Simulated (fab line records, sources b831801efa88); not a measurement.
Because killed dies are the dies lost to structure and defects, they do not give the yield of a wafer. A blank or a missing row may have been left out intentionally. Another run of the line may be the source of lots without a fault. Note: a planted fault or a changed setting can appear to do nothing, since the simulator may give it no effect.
A struck lot beside a sound one    flow sky130    14 out of 708 route steps
Sound: the wafers L228.1, L228.4, L228.5. Wafers struck: L239.3, L239.4, L239.5. Last of all comes the cause.
Each step with rows lists, per side, the tool, then ch with its chambers, then its first start. Under that, the readings that differ: sound wafers    struck wafers    difference of the means    sigmas: that difference in standard deviations of wafers without a fault.
alike: same words and numbers on both sides, and readings whose means sit less than 2 such deviations apart. not compared: any withheld reading, any reading some wafer has no value for, any bound like >300 that may hide the same value, and any number with overlapping values for which the record gives no deviation.
A row with sigmas, a row that says differs or no value, or rows on one side alone: a step with any of these is where the two part. Numbers that don't overlap but have no deviation are shown without sigmas and don't part them. Lack of a reading on every wafer of one side parts them only where that side has two or more wafers.

first, 5 steps without rows for these wafers: SKY_SD_N_COAT_02 (resist thk 1140 nm); SKY_SD_N_SOFTBAKE_03 (time 60 s); SKY_SD_N_EXPOSE_04 (exposes mask NSDM, target cd 380 nm); SKY_SD_N_PEB_05; SKY_SD_N_DEVELOP_06 (develop time 60 s).
SKY_SD_N_CD_MEAS_07 targets a cd of 380 nm.
  sound on cd sem-02, day 27 15:23; struck on cd sem-01, day 31 18:31
  alike: cd nm
SKY_SD_N_OVL_MEAS_08:
  sound on overlay-01, day 27 15:31; struck on overlay-02, day 31 18:37
  alike: SD_N_OVL
then, 2 steps without rows for these wafers: SKY_SD_N_IMPLANT_09; SKY_SD_N_IMPLANT_10.
SKY_SD_N_STRIP_11: strips in O2/N2.
  sound on plasma asher-04 ch 0,1, day 27 15:50; struck on plasma asher-03 ch 0,1, day 31 18:58
  alike: drypump motor current A, n2 flow sccm, oes product au, strip time to endpoint s
  not compared: rf hours counter h
SKY_SD_N_TW_MEAS_12:
  sound on film metro-01, day 27 15:56; struck on film metro-01, day 31 19:04
  alike: SD_N_TW
then, 1 step without rows for these wafers: SKY_SD_N_CLEAN_13 (cleans in SC1/SC2, time 150 s).
SKY_SD_N_RTA_14: time 2 s.
  sound on rtp anneal-02 ch 0, day 27 16:04; struck on rtp anneal-01 ch 0, day 31 19:10
reading            sound                 struck                difference  sigmas
ramp down c per s  90.008 89.990 90.002  35.995 35.961 36.008  -54.012     -99 or more
  alike: anneal temp c max, lamp power pct, wafer_temp_C_max
-- record jumps: 17 days separate the struck wafers' starts on either side; left off in module SD_N, taken up again in module PAD_OPEN, whose first shown step is the route's number 708 --
SKY_PAD_OPEN_PROBE_99:
  sound on prober-01, day 45 15:59; struck on prober-02, day 48 15:10
reading                               sound              struck             difference  sigmas
model.etest.res xhigh po.line ohm um  5569 5572 5677     5126 5229 5124     -446        
model.etest.res xhigh po.rs ohm sq    1936 1970 1995     1787 1816 1790     -169        
model.etest.res pdiff.line ohm um     1372 1365 1386     1302 1289 1284     -83         
model.etest.res high po.line ohm um   752.1 767.2 760.8  730.8 728.6 719.2  -33.8       
model.etest.licon pdiff.rc ohm        585.4 620.9 565.7  624.5 624.7 636.3  +37.8       
model.etest.licon high po.rc ohm      359.8 345.8 348.9  330.5 308.1 308.9  -35.7       
model.etest.res high po.rs ohm sq     262.6 262.2 265.7  253.6 253.5 250.9  -10.8       
  alike: killed_at_M0_to_M3, killed_at_M4_up, killed at contacts, killed at front end, killed at other, killed dies, killed open, killed short
  not compared: model.etest.pfet_01v8.drive ua um

== WHERE THEY PART ==
SKY_SD_N_RTA_14 only, going by this record. Later steps at which nothing parts them and some readings are alike: SKY_PAD_OPEN_PROBE_99.

WHY: the cause the simulator had injected
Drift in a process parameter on rtp anneal-01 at SKY_SD_N_RTA_14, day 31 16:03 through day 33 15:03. The setting ramp down c per s was moved by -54, starting from 90. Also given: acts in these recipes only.
